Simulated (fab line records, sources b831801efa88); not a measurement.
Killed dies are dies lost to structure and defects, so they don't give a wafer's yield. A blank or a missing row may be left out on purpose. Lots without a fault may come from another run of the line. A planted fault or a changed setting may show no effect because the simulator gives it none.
fab line records | flow sfq_line | part 2 of 2: steps 28 to 39 of 39
record lots=5 wafers=15 last_day=86
route steps=325 shown M4@157 I4@163 JJ@178
lots that met no fault: from a run of the same line without faults
start_h: hours from the record's first day to the start of the lot's first wafer shown | wait_h: hours since the lot's step before | " the same as in the row above | L1.1+2: a row that stands for several wafers | - no value, or no start given | * or withheld: withheld | < > ~ a bound
route shown NAME@n: a module of which the file shows steps, and the number in the route of the first | usual: mean/standard deviation of fault-free wafers | same: alike in all rows | chamber/n: place in a boat | sites: the reading at each site | _std_site: their standard deviation | _edge_site: outer sites' mean less inner sites' | radius_mm: how far each site lies from the wafer's centre | mask NAME#n: copy n | behind: the tool/chamber that last shaped the wafer | hold: why the lot was held/for how many hours/how that ended | device: the transistor (n, p or np) that didn't switch | end of line: the same wafers' tests at the end of the route | a step without rows: its recipe alone | killed: dies lost to structure and defects at the first sort, not the wafer's yield | map: a wafer's dies, x killed, . not, _ none there
set.NAME: the setting as run; set.NAME@STEP: as run at that earlier step | model.NAME: the simulator's own value behind a step, which no gauge read
lots at some steps of the route; a table a step, a row a wafer
services: from which hour (start_h, from the record's first day; less than 0 if before it) a tool's chamber was out of use, for how many hours, and why
## steps
# step SFQ_TRILAYER_JJ_CE_LITHO_COAT_119
# recipe resist=BARC spin_rpm=3000 resist_thk_nm=62
# columns lot.wafer tool chamber start_h wait_h
L074.4+5+6 litho_track-02 0 1114.38 0.2
L086.1+5+6 litho_track-02 0 1189.53 0.1
L090.1+4+6 litho_track-02 0 1197.93 0.1
L091.1+3+5 litho_track-02 0 1199.25 0.1
L097.1+4+5 litho_track-02 0 1381.17 0.1
# step SFQ_TRILAYER_JJ_CE_LITHO_COAT_114
# recipe resist=KrF spin_rpm=3000 resist_thk_nm=600
# columns lot.wafer tool chamber start_h wait_h
L074.4+5+6 litho_track-02 0 1114.68 0.2
L086.1+5+6 litho_track-02 0 1189.83 0.2
L090.1+4+6 litho_track-02 0 1198.23 0.2
L091.1+3+5 litho_track-02 0 1199.55 0.2
L097.1+4+5 litho_track-02 0 1381.47 0.2
# step SFQ_TRILAYER_JJ_CE_LITHO_SOFTBAKE_118
# recipe temp_c=withheld time_s=withheld resist=KrF
# columns lot.wafer tool chamber start_h wait_h
L074.4+5+6 litho_track-02 0 1114.90 0.2
L086.1+5+6 litho_track-02 0 1190.13 0.2
L090.1+4+6 litho_track-02 0 1198.53 0.2
L091.1+3+5 litho_track-02 0 1199.85 0.2
L097.1+4+5 litho_track-02 0 1381.77 0.2
# step SFQ_TRILAYER_JJ_CE_LITHO_EXPOSE_115
# recipe mask_id=J5 na=0.6 source_shape=conventional sigma_outer=0.65 target_cd_nm=700 dose_mj=14.4
# columns lot.wafer tool chamber start_h wait_h mask
L074.4+5+6 krf_scanner-02 0 1115.70 - J5#0
L086.1+5+6 krf_scanner-02 0 1307.72 - J5#0
L090.1+4+6 krf_scanner-02 0 1320.92 - J5#0
L091.1+3+5 krf_scanner-02 0 1323.32 - J5#0
L097.1+4+5 krf_scanner-02 0 1503.68 - J5#0
# step SFQ_TRILAYER_JJ_CE_LITHO_PEB_117
# recipe peb_temp_c=115 peb_time_s=60 resist=KrF
# columns lot.wafer tool chamber start_h wait_h
L074.4+5+6 litho_track-04 0 1116.37 0.5
L086.1+5+6 litho_track-04 0 1308.92 1.0
L090.1+4+6 litho_track-01 0 1322.12 1.0
L091.1+3+5 litho_track-02 0 1324.52 1.0
L097.1+4+5 litho_track-04 0 1504.88 1.0
# step SFQ_TRILAYER_JJ_CE_LITHO_DEVELOP_116
# recipe time_s=60 resist=KrF
# columns lot.wafer tool chamber start_h wait_h
L074.4+5+6 litho_track-04 0 1116.52 0.1
L086.1+5+6 litho_track-04 0 1309.07 0.1
L090.1+4+6 litho_track-01 0 1322.27 0.1
L091.1+3+5 litho_track-02 0 1324.67 0.1
L097.1+4+5 litho_track-04 0 1505.03 0.1
# step SFQ_JJ_OVL_MEAS_931
# usual J5_OVL=0/5.7
# columns lot.wafer tool chamber start_h wait_h J5_OVL[nm]
L074.4 overlay-02 - 1116.62 0.1 -2
L074.5 " - " " 6
L074.6 " - " " -2
L086.1 overlay-01 - 1309.22 0.1 1
L086.5 " - " " 4
L086.6 " - " " 0
L090.1 overlay-02 - 1322.42 0.1 5
L090.4 " - " " 3
L090.6 " - " " 3
L091.1 overlay-01 - 1324.82 0.1 -6
L091.3 " - " " 4
L091.5 " - " " -4
L097.1 overlay-01 - 1505.18 0.1 -2
L097.4 " - " " -1
L097.5 " - " " 3
# step SFQ_TRILAYER_JJ_CE_METRO_MEASURE_117
# usual cd_nm=700.1/1.3
# columns lot.wafer tool chamber start_h wait_h cd_nm
L074.4 cd_sem-02 - 1117.24 0.6 698.4
L074.5 " - " " 699.3
L074.6 " - " " 698.7
L086.1 cd_sem-02 - 1309.26 0.0 699.2
L086.5 " - " " 697.6
L086.6 " - " " 698.5
L090.1 cd_sem-02 - 1322.46 0.0 699.7
L090.4 " - " " 699.5
L090.6 " - " " 699.9
L091.1 cd_sem-02 - 1324.86 0.0 700.8
L091.3 " - " " 700.8
L091.5 " - " " 700.6
L097.1 cd_sem-01 - 1505.21 0.0 699.7
L097.4 " - " " 699.8
L097.5 " - " " 698.8
# step SFQ_TRILAYER_JJ_CE_BARC_OPEN_RIE_150
# recipe mask_material=PR chemistry=O2 target_depth_nm=240 target=BARC icp_w=600 bias_w=80 pressure_mtorr=10 time_s=80
# usual drypump_motor_current_A=6.0/0.42 oes_product_au=0.538/0.0049
# columns lot.wafer tool chamber start_h wait_h drypump_motor_current_A oes_product_au rf_hours_counter_h
L074.4 rie_metal-02 0 1117.87 0.4 5.4 0.536 -
L074.5 " 0 " " 5.4 0.540 -
L074.6 " 1 " " 6.2 0.537 -
L086.1 rie_metal-02 0 1310.46 1.0 5.4 0.533 67
L086.5 " 0 " " 5.4 0.537 -
L086.6 " 1 " " 6.2 0.530 -
L090.1 rie_metal-04 1 1323.66 1.0 5.6 0.538 45
L090.4 " 1 " " 5.6 0.546 -
L090.6 " 1 " " 5.5 0.531 -
L091.1 rie_metal-04 1 1326.06 1.0 5.5 0.541 45
L091.3 " 1 " " 5.6 0.536 -
L091.5 " 0 " " 5.7 0.545 -
L097.1 rie_metal-04 0 1506.41 1.0 5.7 0.530 29
L097.4 " 1 " " 5.6 0.542 -
L097.5 " 0 " " 5.7 0.536 -
# step SFQ_TRILAYER_JJ_CE_ETCH_RIE_118
# recipe target=Nb stop_on=Al2O3 mask_material=PR taper_deg=13.257 over_etch_frac=0.15 time_s=97.7 chemistry=SF6 target_depth_nm=170 icp_w=600 bias_w=80 pressure_mtorr=10
# usual drypump_motor_current_A=6.0/0.42 oes_product_au=0.989/0.0091
# columns lot.wafer tool chamber start_h wait_h drypump_motor_current_A oes_product_au rf_hours_counter_h
L074.4 rie_metal-02 0 1117.96 0.1 5.4 0.986 -
L074.5 " 0 " " 5.4 1.001 -
L074.6 " 1 " " 6.2 1.001 -
L086.1 rie_metal-02 0 1310.55 0.1 5.5 0.984 67
L086.5 " 0 " " 5.4 0.987 -
L086.6 " 1 " " 6.2 0.994 -
L090.1 rie_metal-04 1 1323.84 0.2 5.6 0.991 45
L090.4 " 1 " " 5.5 0.999 -
L090.6 " 1 " " 5.6 0.999 -
L091.1 rie_metal-04 1 1326.15 0.1 5.6 0.992 45
L091.3 " 1 " " 5.5 0.993 -
L091.5 " 0 " " 5.7 0.977 -
L097.1 rie_metal-04 0 1506.51 0.1 5.7 0.961 29
L097.4 " 1 " " 5.6 0.991 -
L097.5 " 0 " " 5.7 0.966 -
# step SFQ_TRILAYER_JJ_ANODIZE_ANODIZE_119
# recipe current_density_ma_cm2=withheld end_current_density_ma_cm2=withheld bath_temp_c=withheld
# columns lot.wafer tool chamber start_h wait_h
L074.4+5+6 wet_bench-05 0,5,6 1118.03 0.0
L086.1+5+6 wet_bench-05 6,7,5 1310.66 0.1
L090.1+4+6 wet_bench-05 7,5,6 1324.06 0.2
L091.1+3+5 wet_bench-06 3,7,1 1326.26 0.1
L097.1+4+5 wet_bench-06 5,3,2 1506.61 0.1
# step SFQ_TRILAYER_JJ_CE_STRIP_STRIP_120
# recipe gas=O2 power_w=200 platen_temp_c=40 overash_fraction=0.65 chemistry=O2 pressure_mtorr=50
# usual drypump_motor_current_A=6.0/0.42 oes_product_au=1.006/0.012
# columns lot.wafer tool chamber start_h wait_h drypump_motor_current_A oes_product_au rf_hours_counter_h
L074.4 rie_metal-02 0 1118.73 0.2 5.4 1.015 -
L074.5 " 0 " " 5.4 1.012 -
L074.6 " 1 " " 6.2 1.020 -
L086.1 rie_metal-04 1 1311.16 0.0 5.5 1.006 42
L086.5 " 1 " " 5.6 1.005 -
L086.6 " 0 " " 5.7 0.980 -
L090.1 rie_metal-03 1 1324.56 0.0 6.5 0.994 104
L090.4 " 1 " " 6.5 0.996 -
L090.6 " 0 " " 6.2 1.001 -
L091.1 rie_metal-03 0 1326.76 0.0 6.2 0.996 18
L091.3 " 1 " " 6.6 1.005 -
L091.5 " 0 " " 6.2 1.004 -
L097.1 rie_metal-02 0 1507.11 0.0 5.4 1.001 97
L097.4 " 1 " " 6.2 1.007 -
L097.5 " 0 " " 5.4 0.998 -
## services
# columns tool chamber start_h hours kind
krf_scanner-02 - 937.26 0.8 pm
krf_scanner-02 - 941.55 0.9 repair
rie_metal-01 - 953.63 1.0 repair
pvd_sputter-05 - 968.60 7.5 repair
rie_metal-01 1 976.91 1.0 repair
rie_metal-04 - 991.43 1.4 pm
rie_metal-01 1 994.76 3.1 repair
krf_scanner-02 - 1010.88 1.0 pm
pvd_sputter-05 - 1033.67 3.1 repair
pvd_sputter-04 - 1046.11 1.4 repair
pvd_sputter-05 - 1086.19 5.2 repair
rie_metal-04 - 1098.12 1.1 repair
rie_metal-04 - 1112.83 39.6 repair
rie_metal-02 0 1119.61 12.4 repair
pvd_sputter-05 - 1167.40 5.2 repair
rie_metal-02 - 1220.02 2.8 pm
rie_metal-04 - 1338.10 15.6 pm
pvd_sputter-04 - 1346.02 1.8 repair
rie_metal-01 1 1386.96 23.0 repair
pvd_sputter-05 - 1396.50 3.7 repair
rie_metal-04 1 1412.25 45.4 repair
rie_metal-01 - 1466.96 1.0 repair
pvd_sputter-04 - 1479.61 0.5 repair
pvd_sputter-05 - 1484.40 2.7 repair
